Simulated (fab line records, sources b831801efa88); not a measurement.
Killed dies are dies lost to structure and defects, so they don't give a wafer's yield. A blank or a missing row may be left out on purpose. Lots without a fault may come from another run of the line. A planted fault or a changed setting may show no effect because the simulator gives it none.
A struck lot beside a sound one | flow gf180mcu | 22 steps out of a route of 602
Sound: wafers L347.1, L347.2, L347.4. Struck: wafers L341.1, L341.2, L341.4. The cause comes at the end.
At each step with rows: each side's tool, then ch and its chambers, then its first start. Under that, the readings that differ: sound wafers | struck wafers | difference of the means | sigmas: that difference in standard deviations of wafers without a fault.
alike: readings whose means differ by less than 2 such deviations, and words and numbers that are the same on both sides. not compared: withheld readings, readings that some wafer has no value for, bounds like >300 that may hide the same value, and numbers for which the record gives no deviation and whose values overlap.
The two part at a step that has a row with sigmas, a row that says differs or no value, or rows on one side only. Numbers that don't overlap but have no deviation are shown without sigmas and don't part them. A reading that every wafer of one side lacks parts them only if that side has two wafers or more.

first, 3 steps without rows for these wafers: GF_LVPWELL_EXPOSE_04 (exposes mask LVPWELL, target cd 600 nm); GF_LVPWELL_PEB_05; GF_LVPWELL_DEVELOP_06 (develop time 60 s).
GF_LVPWELL_OVL_MEAS_07:
  sound on overlay-02, day 6 06:40; struck on overlay-02, day 4 18:52
  alike: LVPWELL_OVL
then, 2 steps without rows for these wafers: GF_LVPWELL_IMPLANT_08; GF_LVPWELL_IMPLANT_09.
GF_LVPWELL_STRIP_10: strips in O2/N2.
  sound on plasma_asher-03 ch 0,1, day 6 07:01; struck on plasma_asher-04 ch 0,1, day 4 19:13
  reading                     | sound       | struck      | difference | sigmas
  drypump_motor_current_A (A) | 6.3 6.1 6.3 | 5.0 5.6 5.6 | -0.8       | -2
  alike: heater_power_w, o2_flow_sccm, oes_product_au, strip_time_to_endpoint_s
  not compared: rf_hours_counter_h
GF_LVPWELL_TW_MEAS_11:
  sound on film_metro-04, day 6 07:07; struck on film_metro-04, day 4 19:19
  alike: LVPWELL_TW
then, 4 steps without rows for these wafers: GF_MVSD_DEHYDRATE_00 (time 60 s); GF_MVSD_HMDS_01 (prime time 60 s); GF_MVSD_COAT_02 (resist thk 3000 nm); GF_MVSD_SOFTBAKE_03.
GF_MVSD_EXPOSE_04: exposes mask MVSD, target cd 1000 nm.
  sound on iline_stepper-01 ch 0, day 6 14:55; struck on iline_stepper-02 ch 0, day 5 02:13
  reading | sound                | struck                        | difference | sigmas
  mask    | MVSD#0 MVSD#0 MVSD#0 | LVPWELL#0 LVPWELL#0 LVPWELL#0 | differs    |
then, 2 steps without rows for these wafers: GF_MVSD_PEB_05; GF_MVSD_DEVELOP_06 (develop time 60 s).
GF_MVSD_OVL_MEAS_07:
  sound on overlay-02, day 6 22:11; struck on overlay-01, day 5 09:31
  reading       | sound          | struck | difference                    | sigmas
  MVSD_OVL (nm) | -1.4 -0.7 -0.2 | - - -  | no value on the struck wafers |
then, 2 steps without rows for these wafers: GF_MVSD_IMPLANT_08; GF_MVSD_IMPLANT_09.
GF_MVSD_STRIP_10: strips in O2/N2.
  sound on plasma_asher-01 ch 0,1, day 6 22:31; struck on plasma_asher-02 ch 0,1, day 5 09:52
  alike: drypump_motor_current_A, heater_power_w, o2_flow_sccm, oes_product_au, strip_time_to_endpoint_s
  not compared: rf_hours_counter_h
GF_MVSD_TW_MEAS_11:
  sound on film_metro-04, day 6 22:37; struck on film_metro-04, day 5 09:58
  reading | sound          | struck   | difference | sigmas
  MVSD_TW | 1585 1595 1590 | 30 30 30 | -1560      | -99 or more
then, 1 step without rows for these wafers: GF_MVPSD_DEHYDRATE_00 (time 60 s).
-- the record jumps here: 25 days lie between the struck wafers' starts before and after (it left off in module MVPSD and takes up again in module PASSIVATION, whose first step shown is number 602 of the route) --
GF_PASSIVATION_PROBE_99:
  the record has rows for the struck wafers here (prober-02, day 30 05:42) and none for the sound ones

WHERE THEY PART
First at GF_LVPWELL_STRIP_10; last, within this record, at GF_PASSIVATION_PROBE_99.

WHY: what the simulator had put in
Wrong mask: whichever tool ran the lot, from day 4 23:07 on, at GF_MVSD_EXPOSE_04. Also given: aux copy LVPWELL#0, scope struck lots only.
